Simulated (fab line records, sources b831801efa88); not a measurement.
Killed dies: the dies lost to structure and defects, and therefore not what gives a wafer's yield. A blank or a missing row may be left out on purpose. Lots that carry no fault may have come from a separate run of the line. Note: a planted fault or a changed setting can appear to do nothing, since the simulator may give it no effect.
Comparing a struck lot with a sound one | flow sky130 | 22 steps out of a route of 708
Sound: the wafers L982.1, L982.3, L982.6. Wafers L993.4, L993.5, L993.6 were the ones struck. The cause comes at the end.
At each step with rows: each side's tool, then ch and its chambers, then its first start. Under that, the readings that differ: sound wafers | struck wafers | difference of the means | sigmas: that difference in standard deviations of wafers without a fault.
alike: readings whose means differ by less than 2 such deviations, and words and numbers that are the same on both sides. not compared: withheld readings, readings that some wafer has no value for, bounds like >300 that may hide the same value, and numbers for which the record gives no deviation and whose values overlap.
Wherever a step has rows on one side only, a row that says differs or no value, or a row with sigmas, the two part there. Numbers that don't overlap but have no deviation are shown without sigmas and don't part them. Lack of a reading on every wafer of one side parts them only where that side has two or more wafers.

SKY_VIA4_RS_MEAS_19: a four-point-probe measurement.
  sound on filmMetro-04 at day 42 13:40; struck on filmMetro-03 at day 45 16:13
  alike: VIA4_W_RS
SKY_VIA4_THK_MEAS_20: measures by xrf.
  sound on filmMetro-04 at day 42 13:47; struck on filmMetro-03 at day 45 16:19
  alike: VIA4_W_THK
SKY_VIA4_CMP_21: polishes, stops on SiO2, t overpolish 25 s, target thk 0 nm.
  sound on cmp-01 ch 0,1,2, day 42 13:50; struck on cmp-01 ch 2,3, day 45 16:20
  alike: edgeZonePressureFrac, headPressurePsi, motorCurrentA, overpolishRunS, retainingRingPressureFrac, timeToEndpointS
SKY_METAL5_SPUTTER_00: material Ti, target thk 15 nm, time 10 s.
  sound on pvdSputter-04 at day 42 14:08; struck on pvdSputter-02 at day 45 16:38
  alike: throttleValvePct
then, 2 steps without rows for these wafers: SKY_METAL5_SPUTTER_01 (material TiN, target thk 20 nm, time 16.7 s); SKY_METAL5_SPUTTER_02 (material AlCu, target thk 1150 nm, time 61.2 s).
SKY_METAL5_SPUTTER_03: material Ti, target thk 5 nm, time 3.3 s.
  sound on pvdSputter-04 at day 42 14:14; struck on pvdSputter-02 at day 45 16:44
  alike: throttleValvePct
SKY_METAL5_SPUTTER_04: material TiN, target thk 70 nm, time 58.3 s.
  sound on pvdSputter-04 at day 42 14:16; struck on pvdSputter-02 at day 45 16:46
  alike: throttleValvePct
SKY_METAL5_RS_MEAS_05: a four-point-probe measurement.
  sound on filmMetro-01 at day 42 14:19; struck on filmMetro-02 at day 45 16:52
  alike: METAL5_ALCU_RS
SKY_METAL5_THK_MEAS_06: measures by xrf.
  sound on filmMetro-01 at day 42 14:26; struck on filmMetro-02 at day 45 16:58
  alike: METAL5_ALCU_THK
then, 2 steps without rows for these wafers: SKY_METAL5_DEHYDRATE_07 (time 60 s); SKY_METAL5_HMDS_08 (prime time 60 s).
SKY_METAL5_COAT_09: resist thk 1800 nm.
  sound on lithoTrack-02 ch 0, day 43 01:34; struck on lithoTrack-03 ch 0, day 46 02:44
reading                                    | sound                | struck               | difference | sigmas
spinSpeedRpm (rpm)                         | 2998.1 2998.9 2996.8 | 3241.9 3244.9 3240.1 | +244.4     | +99 or more
model.NOVOLAK_of_METAL5_COAT_09.thkNm (nm) | 1803 1797 1802       | 1740 1741 1747       | -58        | 
  alike: dispensePressureKPa
then, 4 steps without rows for these wafers: SKY_METAL5_SOFTBAKE_10 (time 60 s); SKY_METAL5_EXPOSE_11 (exposes mask MM5, target cd 1600 nm); SKY_METAL5_PEB_12; SKY_METAL5_DEVELOP_13 (develop time 60 s).
SKY_METAL5_DESCUM_14: chemistry O2, time 11 s.
  sound on rieMetal-02 ch 0, day 43 13:22; struck on rieMetal-01 ch 0,1, day 46 13:04
  alike: drypumpMotorCurrentA, heBacksideLeakSccm, oesProductAu
  not compared: rfHoursCounterH
SKY_METAL5_METAL_ETCH_15: etches the open film in Cl2/BCl3, stops on SiO2, target depth 1260 nm, time 252 s.
  sound on rieMetal-02 ch 0, day 43 13:26; struck on rieMetal-01 ch 0,1, day 46 13:10
reading                                    | sound          | struck            | difference | sigmas
model.NOVOLAK_of_METAL5_COAT_09.thkNm (nm) | 1045 1043 1038 | 984.7 988.1 992.9 | -53.4      | 
  alike: bcl3FlowSccm, drypumpMotorCurrentA, heBacksideLeakSccm, oesProductAu, throttleValvePct
  not compared: rfHoursCounterH
SKY_METAL5_STRIP_16: strips in O2/N2.
  sound on plasmaAsher-02 ch 0,1, day 43 13:54; struck on plasmaAsher-02 ch 0,1, day 46 13:22
reading                  | sound             | struck            | difference | sigmas
stripTimeToEndpointS (s) | 13.20 13.17 13.11 | 12.55 12.58 12.65 | -0.57      | -5
  alike: drypumpMotorCurrentA, oesProductAu
  not compared: rfHoursCounterH
then, 1 step without rows for these wafers: SKY_METAL5_STRIP_17 (strips in post etch residue remover, time 1200 s).
SKY_PAD_OPEN_PROBE_99:
  the record has rows for the sound wafers here (prober-01, day 45 13:01) and none for the struck ones

WHERE THEY PART
Earliest at SKY_METAL5_COAT_09; latest, in this record, at SKY_PAD_OPEN_PROBE_99.

WHY: whatever the simulator had introduced
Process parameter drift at SKY_METAL5_COAT_09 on lithoTrack-03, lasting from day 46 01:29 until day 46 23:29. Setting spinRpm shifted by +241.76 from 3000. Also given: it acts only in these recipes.
